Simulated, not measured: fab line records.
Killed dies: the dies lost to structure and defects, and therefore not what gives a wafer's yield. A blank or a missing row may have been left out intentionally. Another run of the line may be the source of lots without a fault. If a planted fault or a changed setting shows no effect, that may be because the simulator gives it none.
Which of the tools did it? + flow gf180mcu + 13 lots, 39 wafers sampled, at 5 steps of a route of 602

== WHAT THE GAUGES READ, wafer by wafer ==
GF_DUAL_GATE_THK_MEAS_03. Usual: DUAL_GATE_OXIDATION_00_THK 10.63 nm, standard deviation 0.28.
| lot  | measured     | on           | DUAL_GATE_OXIDATION_00_THK (nm) | flag |
|------|--------------|--------------|---------------------------------|------|
| L462 | day 7 18:33  | filmMetro-04 | 10.66 10.68 10.67               |      |
| L463 | day 7 22:56  | filmMetro-01 | 10.51 10.54 10.63               |      |
| L464 | day 8 05:02  | filmMetro-04 | 11.06 10.79 10.98               |      |
| L466 | day 8 14:08  | filmMetro-03 | 10.07 10.12 10.21               |      |
| L468 | day 9 03:56  | filmMetro-04 | 10.31 10.34 10.14               |      |
| L469 | day 9 12:29  | filmMetro-04 | 10.64 10.85 10.66               |      |
| L470 | day 9 17:29  | filmMetro-01 | 11.80 11.91 11.82               | OFF  |
| L471 | day 10 01:58 | filmMetro-03 | 12.47 12.37 12.51               | OFF  |
| L479 | day 12 19:11 | filmMetro-03 | 10.66 10.61 10.44               |      |
| L480 | day 12 20:23 | filmMetro-04 | 10.50 10.57 10.63               |      |
| L481 | day 13 10:17 | filmMetro-04 | 10.63 10.54 10.53               |      |
| L484 | day 13 19:35 | filmMetro-03 | 10.37 10.32 10.48               |      |
| L485 | day 14 07:18 | filmMetro-04 | 10.16 10.27 10.20               |      |

GF_POLY_GATE_OVL_MEAS_11. Usual: POLY_GATE_OVL -1 nm, standard deviation 6.2.
| lot  | measured     | on         | POLY_GATE_OVL (nm) | flag |
|------|--------------|------------|--------------------|------|
| L462 | day 9 06:31  | overlay-01 | -8 -6 -1           |      |
| L463 | day 9 12:22  | overlay-02 | 7 2 -5             |      |
| L464 | day 9 18:31  | overlay-02 | -4 2 -1            |      |
| L466 | day 10 04:11 | overlay-02 | 16 14 4            |      |
| L468 | day 10 18:35 | overlay-02 | 0 2 2              |      |
| L469 | day 11 03:58 | overlay-01 | -6 -5 -3           |      |
| L470 | day 11 08:57 | overlay-02 | -2 -2 -15          |      |
| L471 | day 11 18:05 | overlay-01 | -4 1 2             |      |
| L479 | day 14 14:38 | overlay-02 | 8 3 2              |      |
| L480 | day 14 16:13 | overlay-02 | -5 5 -4            |      |
| L481 | day 15 08:01 | overlay-01 | 4 12 2             |      |
| L484 | day 15 18:34 | overlay-01 | 2 4 1              |      |
| L485 | day 16 07:19 | overlay-01 | -3 3 -2            |      |

GF_HV_LDD_CD_MEAS_07: the cd target is 400 nm. Usual: cdNm at 399.1 nm, with a standard deviation of 2.4.
| lot  | measured     | on       | cdNm (nm)         | flag |
|------|--------------|----------|-------------------|------|
| L462 | day 10 01:41 | cdSem-02 | 398.3 397.1 398.1 |      |
| L463 | day 10 07:43 | cdSem-01 | 398.2 397.6 399.5 |      |
| L464 | day 10 14:14 | cdSem-02 | 396.9 396.9 400.0 |      |
| L466 | day 11 01:59 | cdSem-02 | 400.8 400.1 400.5 |      |
| L468 | day 11 15:08 | cdSem-01 | 395.5 396.4 395.2 |      |
| L469 | day 12 00:49 | cdSem-02 | 397.1 398.5 396.1 |      |
| L470 | day 12 07:02 | cdSem-02 | 403.4 401.3 401.5 |      |
| L471 | day 12 14:07 | cdSem-02 | 400.7 402.1 401.5 |      |
| L479 | day 15 15:10 | cdSem-02 | 405.3 399.2 401.3 |      |
| L480 | day 15 15:31 | cdSem-02 | 400.0 398.2 399.8 |      |
| L481 | day 16 07:59 | cdSem-01 | 398.7 397.4 398.0 |      |
| L484 | day 16 18:31 | cdSem-01 | 397.1 397.0 399.0 |      |
| L485 | day 17 07:30 | cdSem-02 | 395.4 397.2 396.0 |      |

== WHICH TOOL RAN EACH LOT (tool, then ch and the chambers of the sampled wafers, then the start) ==
| lot  | GF_DUAL_GATE_OXIDATION_02     | GF_DUAL_GATE_STRIP_13               |
|------|-------------------------------|-------------------------------------|
| L462 | furnace-02 ch 0, day 7 17:05  | plasmaAsher-02 ch 0, day 8 10:59    |
| L463 | furnace-02 ch 0, day 7 21:29  | plasmaAsher-01 ch 0, day 8 15:13    |
| L464 | furnace-02 ch 0, day 8 03:36  | plasmaAsher-02 ch 1, day 8 20:57    |
| L466 | furnace-01 ch 0, day 8 12:41  | plasmaAsher-04 ch 1, day 9 06:49    |
| L468 | furnace-01 ch 0, day 9 02:29  | plasmaAsher-01 ch 0,1, day 9 20:51  |
| L469 | furnace-02 ch 0, day 9 11:02  | plasmaAsher-01 ch 0,1, day 10 05:04 |
| L470 | furnace-02 ch 0, day 9 16:02  | plasmaAsher-01 ch 0, day 10 11:14   |
| L471 | furnace-02 ch 0, day 10 00:31 | plasmaAsher-04 ch 0,1, day 10 19:54 |
| L479 | furnace-02 ch 0, day 12 17:44 | plasmaAsher-01 ch 0,1, day 13 14:52 |
| L480 | furnace-01 ch 0, day 12 18:55 | plasmaAsher-02 ch 0,1, day 13 15:51 |
| L481 | furnace-01 ch 0, day 13 08:51 | plasmaAsher-01 ch 0,1, day 14 07:23 |
| L484 | furnace-02 ch 0, day 13 18:07 | plasmaAsher-01 ch 0,1, day 14 16:05 |
| L485 | furnace-02 ch 0, day 14 05:51 | plasmaAsher-04 ch 0,1, day 15 05:16 |
- GF_DUAL_GATE_OXIDATION_02: stabilise 600 s, purge 300 s, target thk 10.887 nm.
- GF_DUAL_GATE_STRIP_13: strips in O2/N2.

== AS READ BY THE TOOLS THEMSELVES (means over the sampled wafers that have a number; for cases with no such wafer, the mark the record gives instead) ==
GF_DUAL_GATE_OXIDATION_02. Usual: spikeTcUpperC 897.9 C, standard deviation 1.1; tubeCenterTempC 898.01 C, standard deviation 0.091.
| lot  | tool       | spikeTcUpperC (C) | tubeCenterTempC (C) | flag |
|------|------------|-------------------|---------------------|------|
| L462 | furnace-02 | 897.8             | 898.00              |      |
| L463 | furnace-02 | 898.5             | 898.07              |      |
| L464 | furnace-02 | 899.2             | 898.00              |      |
| L466 | furnace-01 | 898.2             | 897.93              |      |
| L468 | furnace-01 | 897.6             | 898.00              |      |
| L469 | furnace-02 | 897.6             | 898.03              |      |
| L470 | furnace-02 | 898.6             | 897.95              |      |
| L471 | furnace-02 | 898.2             | 898.05              |      |
| L479 | furnace-02 | 897.9             | 898.02              |      |
| L480 | furnace-01 | 897.8             | 898.03              |      |
| L481 | furnace-01 | 898.5             | 898.03              |      |
| L484 | furnace-02 | 897.6             | 897.95              |      |
| L485 | furnace-02 | 899.2             | 897.98              |      |

GF_DUAL_GATE_STRIP_13. Usual: drypumpMotorCurrentA 5.80 A, standard deviation 0.17; heaterPowerW 329 W, standard deviation 25; oesProductAu 0.716 a.u., standard deviation 0.0044; stripTimeToEndpointS 12.62 s, standard deviation 0.031.
| lot  | tool           | drypumpMotorCurrentA (A) | heaterPowerW (W) | oesProductAu (a.u.) | stripTimeToEndpointS (s) | flag |
|------|----------------|--------------------------|------------------|---------------------|--------------------------|------|
| L462 | plasmaAsher-02 | 5.56                     | 329              | 0.713               | 12.55                    |      |
| L463 | plasmaAsher-01 | 5.65                     | 290              | 0.717               | 12.63                    |      |
| L464 | plasmaAsher-02 | 5.82                     | 298              | 0.719               | 12.64                    |      |
| L466 | plasmaAsher-04 | 6.07                     | 355              | 0.713               | 12.65                    |      |
| L468 | plasmaAsher-01 | 5.68                     | 320              | 0.717               | 12.61                    |      |
| L469 | plasmaAsher-01 | 5.64                     | 322              | 0.716               | 12.58                    |      |
| L470 | plasmaAsher-01 | 5.62                     | 300              | 0.715               | 12.61                    |      |
| L471 | plasmaAsher-04 | 5.95                     | 340              | 0.715               | 12.61                    |      |
| L479 | plasmaAsher-01 | 5.68                     | 338              | 0.715               | 12.58                    |      |
| L480 | plasmaAsher-02 | 5.65                     | 310              | 0.716               | 12.63                    |      |
| L481 | plasmaAsher-01 | 5.68                     | 317              | 0.716               | 12.64                    |      |
| L484 | plasmaAsher-01 | 5.68                     | 336              | 0.714               | 12.62                    |      |
| L485 | plasmaAsher-04 | 5.94                     | 337              | 0.720               | 12.60                    |      |

== THE ANSWER, worked out from the rows above alone ==
Rule: a lot is off if the mean of its wafers that have a number lies more than 3 standard deviations from the usual mean. Also off: a lot with no number at a reading for which 4 or more lots have one. Where the step has rows for the other lots, those lots are counted as sound. The gauges are gone through in route order, then the tools' own readings, and for those a lot's mean is taken as printed above. At the first step where some lot is off, the reading lying furthest off is the one used; lots without a number count as furthest.
Off: L470, L471, seen at GF_DUAL_GATE_THK_MEAS_03 (DUAL_GATE_OXIDATION_00_THK).
If a tool, at a process step before that reading, ran all the lots that are off and no sound lot after the first of them, it fits. Gauges at GF_DUAL_GATE_THK_MEAS_03: tried the same way as those tools. Of those tried, none fits.

== WHAT HAD BEEN PUT IN BY THE SIMULATOR ==
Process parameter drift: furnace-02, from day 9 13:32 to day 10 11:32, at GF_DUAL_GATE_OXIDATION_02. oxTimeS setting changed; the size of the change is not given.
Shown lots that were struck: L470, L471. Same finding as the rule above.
